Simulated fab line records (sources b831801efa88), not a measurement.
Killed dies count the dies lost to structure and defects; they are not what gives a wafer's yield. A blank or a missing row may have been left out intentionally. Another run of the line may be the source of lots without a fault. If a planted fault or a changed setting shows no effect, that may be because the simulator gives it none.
Which tool is to blame? ; flow sky130 ; 15 lots with 45 wafers sampled at 2 steps, on a route of 708 steps

WHAT THE GAUGES SHOWED, per wafer
Not one reading of a measure or inspect step in the record can be checked against a usual standard deviation.

EACH LOT AND THE TOOL THAT RAN IT (in order: tool; ch and the chambers of the sampled wafers; start)
lot;SKY_METAL5_METAL_ETCH_15;SKY_PAD_OPEN_PROBE_99
L841;rie_metal-01 ch 0,1, day 43 19:55;-
L842;rie_metal-02 ch 0,1, day 44 01:42;-
L845;rie_metal-02 ch 0,1, day 45 13:08;prober-02, day 47 09:01
L852;rie_metal-02 ch 0,1, day 46 21:42;prober-01, day 48 16:29
L850;rie_metal-01 ch 0,1, day 46 23:24;prober-02, day 48 17:58
L851;rie_metal-02 ch 0,1, day 47 00:15;prober-01, day 48 19:04
L853;rie_metal-03 ch 0,1, day 47 06:16;-
L855;rie_metal-01 ch 0,1, day 47 16:27;-
L856;rie_metal-03 ch 0,1, day 47 16:59;-
L858;rie_metal-03 ch 0,1, day 47 22:34;prober-01, day 49 14:20
L859;rie_metal-01 ch 0,1, day 48 09:12;prober-02, day 50 00:29
L861;rie_metal-01 ch 0,1, day 49 03:33;-
L863;rie_metal-03 ch 0,1, day 49 06:42;-
L862;rie_metal-02 ch 0,1, day 49 08:03;prober-02, day 50 21:55
L864;rie_metal-02 ch 0,1, day 49 11:09;-
- SKY_METAL5_METAL_ETCH_15: etches the open film in Cl2/BCl3, stops on SiO2, target depth 1260 nm, time 252 s.
- SKY_PAD_OPEN_PROBE_99

WHAT THE TOOLS THEMSELVES READ (means of the sampled wafers that have a number; where no wafer has one, the mark that the record gives instead)
SKY_METAL5_METAL_ETCH_15.
lot;tool;drypump_motor_current_A (A);oes_product_au (a.u.);throttle_valve_pct (%)
L841;rie_metal-01;5.8;0.891;22.268
L842;rie_metal-02;6.3;0.896;22.260
L845;rie_metal-02;6.3;0.892;22.270
L852;rie_metal-02;6.1;0.893;22.263
L850;rie_metal-01;5.6;0.890;22.254
L851;rie_metal-02;6.2;0.893;22.262
L853;rie_metal-03;5.4;0.890;22.284
L855;rie_metal-01;5.6;0.895;22.266
L856;rie_metal-03;5.3;0.896;22.255
L858;rie_metal-03;5.4;0.894;22.258
L859;rie_metal-01;5.6;0.897;22.261
L861;rie_metal-01;5.6;0.891;22.257
L863;rie_metal-03;5.3;0.894;22.250
L862;rie_metal-02;6.3;0.893;22.256
L864;rie_metal-02;6.1;0.896;22.271

SKY_PAD_OPEN_PROBE_99.
lot;tool;defect_limited_yield (%);killed_at_M0_to_M3;killed_at_M4_up;killed_at_contacts;killed_at_front_end;killed_at_other;killed_dies;killed_open;killed_short;sort_bin_3_pad_short (%);sort_bin_5_function (%);sort_bin_6_memory (%);sort_n_pass;sort_yield_pct (%)
L845;prober-02;77.1;35;35.3;27;15;0.3;113;40;40;2.9;13.5;6.4;379;77.1
L852;prober-01;77.2;44;33.7;19;15;0.3;112;45;37;2.2;14.1;6.4;380;77.2
L850;prober-02;84.1;41;3.0;22;12;0.3;78;41;37;0.7;9.7;5.4;414;84.1
L851;prober-01;78.9;38;32.0;21;13;0.7;104;44;31;1.8;13.0;6.3;388;78.9
L858;prober-01;82.7;46;2.7;17;18;0.7;85;51;34;0.5;9.2;7.5;407;82.7
L859;prober-02;79.8;50;3.0;26;21;0.0;99;51;49;0.9;11.7;7.6;393;79.8
L862;prober-02;82.9;41;3.0;23;17;0.0;84;45;39;1.3;10.0;5.8;408;82.9

THE ANSWER, worked out from the rows above alone
Rule: the usual values come from the lots themselves. Put in order of their means at a reading, lots are off if they are a third of the lots or fewer, leave a main group of 4 or more, and stand apart from it by a gap of 3 or more times the standard deviation of the main group's means; of several such gaps the widest counts. If all means in a main group match to the digits the tables above print for the reading, that group is not used. Also off: a lot with no number at a reading for which 4 or more lots have one. Where the step has rows for the other lots, those lots are counted as sound. After the gauges, taken in route order, come the tools' own readings; for these a lot's mean is taken, as printed above. At the first step where some lot is off, the reading lying furthest off is the one used; lots without a number count as furthest.
Across all readings shown, no lot is off: no conclusion can be drawn from this.

WHAT WAS PUT IN BY THE SIMULATOR
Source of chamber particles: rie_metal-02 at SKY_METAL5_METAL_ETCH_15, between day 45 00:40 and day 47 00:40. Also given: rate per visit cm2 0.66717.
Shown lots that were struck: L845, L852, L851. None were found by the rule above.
